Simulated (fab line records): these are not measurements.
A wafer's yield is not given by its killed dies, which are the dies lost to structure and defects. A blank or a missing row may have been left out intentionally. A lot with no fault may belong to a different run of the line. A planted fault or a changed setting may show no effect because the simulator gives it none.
One fault through the eyes of 2 desks / flow sfqLine / only its own numbers are on each desk; what lay behind them is given at the end

AT THE METROLOGY DESK
What the gauges read, lot by lot, whatever tool the lot ran on: means of the sampled wafers that have a number. Any lot whose mean is over 4 standard deviations away from the usual mean is out of limits and marked OUT; that distance is given in the brackets.
Columns: A = L0V_OVL at SFQ_L0V_OVL_MEAS_903, usual -1 nm; B = M0_NB_RS at SFQ_M0_RS_MEAS_904, usual 0.911 ohm/sq; C = M0_OVL at SFQ_M0_OVL_MEAS_906, usual 2 nm
lot=L423; first seen here=day 5 17:53; A=1; B=0.913; C=-3
lot=L425; first seen here=day 6 05:54; A=8; B=0.906; C=8
lot=L427; first seen here=day 7 00:10; A=-3; B=0.912; C=3
lot=L428; first seen here=day 7 06:55; A=-8; B=0.918; C=1
lot=L430; first seen here=day 7 20:07; A=-2; B=0.905; C=10
lot=L431; first seen here=day 8 00:55; A=4; B=0.917; C=-0
lot=L438; first seen here=day 9 15:19; A=3; B=0.909; C=6
This desk found nothing out of limits on any of the 7 lots.

FOR THE TOOL OWNER'S DESK: lithoTrack-01
The tool's own readings at SFQ_TRILAYER_M0_LITHO_COAT_021 (resist thk 600 nm): means of the sampled wafers that have a number, for each lot that ran on this tool. Any lot whose mean is over 4 standard deviations away from the usual mean is out of limits and marked OUT; that distance is given in the brackets.
Columns: A = spinSpeedRpm at SFQ_TRILAYER_M0_LITHO_COAT_021, usual 2999.7 rpm
lot=L423; first seen here=day 5 19:22; A=3002.1
lot=L425; first seen here=day 6 07:23; A=3000.0
lot=L427; first seen here=day 7 01:39; A=2780.9 (-99 or more) OUT
lot=L428; first seen here=day 7 08:24; A=2780.9 (-99 or more) OUT
lot=L430; first seen here=day 7 21:42; A=2779.9 (-99 or more) OUT
This desk's finding: out of limits on L427, L428, L430; first on L427, day 7 01:39 (spinSpeedRpm at SFQ_TRILAYER_M0_LITHO_COAT_021). In limits: L423, L425.

PUT TOGETHER
An alarm could have come from the tool owner's desk at day 7 01:39, on L427, L428, L430.
From the metrology desk's view, nothing was out of limits.
The metrology desk has L427, L428, L430 on record, within its limits.
The lots listed all ran SFQ_TRILAYER_M0_LITHO_COAT_021 on lithoTrack-01.

WHAT HAD BEEN PUT IN BY THE SIMULATOR
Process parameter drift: lithoTrack-01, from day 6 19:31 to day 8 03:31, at SFQ_TRILAYER_M0_LITHO_COAT_021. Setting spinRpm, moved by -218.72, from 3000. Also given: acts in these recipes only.
Shown lots that were struck: L427, L428, L430.
Each desk's first reading out of limits, in hours after the fault started: the tool owner's desk, 6.
